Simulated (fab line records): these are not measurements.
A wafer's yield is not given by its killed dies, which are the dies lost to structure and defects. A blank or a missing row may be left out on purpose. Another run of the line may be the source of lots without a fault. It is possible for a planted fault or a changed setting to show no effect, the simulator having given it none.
Chamber matching || flow gf180mcu || GF_V3_ETCH_16 on rie_diel-04: 4 sister chambers
The step etches BARC in N2/H2. 4 wafers are shown with their chamber, then 10 later ones without.

EACH WAFER AND ITS CHAMBER
{"wafer": "L085.3", "chamber": 3, "throttle_valve_pct (%)": 13.221}
{"wafer": "L086.5", "chamber": 0, "throttle_valve_pct (%)": 13.214}
{"wafer": "L091.1", "chamber": 2, "throttle_valve_pct (%)": 13.214}
{"wafer": "L091.2", "chamber": 1, "throttle_valve_pct (%)": 13.227}

WAFERS MISSING THEIR CHAMBER
{"wafer": "L091.3", "throttle_valve_pct (%)": 13.230}
{"wafer": "L091.4", "throttle_valve_pct (%)": 13.227}
{"wafer": "L091.5", "throttle_valve_pct (%)": 13.222}
{"wafer": "L091.6", "throttle_valve_pct (%)": 13.216}
{"wafer": "L093.1", "throttle_valve_pct (%)": 13.230}
{"wafer": "L093.2", "throttle_valve_pct (%)": 13.223}
{"wafer": "L093.5", "throttle_valve_pct (%)": 13.225}
{"wafer": "L094.2", "throttle_valve_pct (%)": 13.204}
{"wafer": "L094.3", "throttle_valve_pct (%)": 13.232}
{"wafer": "L094.6", "throttle_valve_pct (%)": 13.222}

EACH ONE'S CHAMBER
{"wafer": "L091.3", "from the rows above": "can't be placed: 1 or 3", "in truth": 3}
{"wafer": "L091.4", "from the rows above": "can't be placed: 1 or 3", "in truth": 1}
{"wafer": "L091.5", "from the rows above": "can't be placed: 3 or 1 or 0 or 2", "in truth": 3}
{"wafer": "L091.6", "from the rows above": "can't be placed: 0 or 2 or 3", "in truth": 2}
{"wafer": "L093.1", "from the rows above": "can't be placed: 1 or 3", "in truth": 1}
{"wafer": "L093.2", "from the rows above": "can't be placed: 3 or 1 or 0 or 2", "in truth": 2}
{"wafer": "L093.5", "from the rows above": "can't be placed: 1 or 3", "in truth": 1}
{"wafer": "L094.2", "from the rows above": "can't be placed: 0 or 2 or 3", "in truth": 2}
{"wafer": "L094.3", "from the rows above": "can't be placed: 1 or 3", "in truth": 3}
{"wafer": "L094.6", "from the rows above": "can't be placed: 3 or 1 or 0 or 2", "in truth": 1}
Correctly placed: 0 of 10. From these rows, 10 cannot be placed; in 10 the true chamber is one of the candidates. Wrongly placed: 0.
How it was worked out, from the rows above alone: a wafer's distance from a chamber is the root of the sum, over the readings, of the square of ((its reading less the chamber's mean) divided by the reading's scatter). If the next closest chamber is less than 2 further off than the closest, the wafer can't be placed; otherwise it belongs to the closest. The mean given for a chamber averages the wafers shown for that chamber. The scatter: with one shown wafer a chamber, the root of the mean of the squares of how far each hidden wafer lies from its nearest shown one.
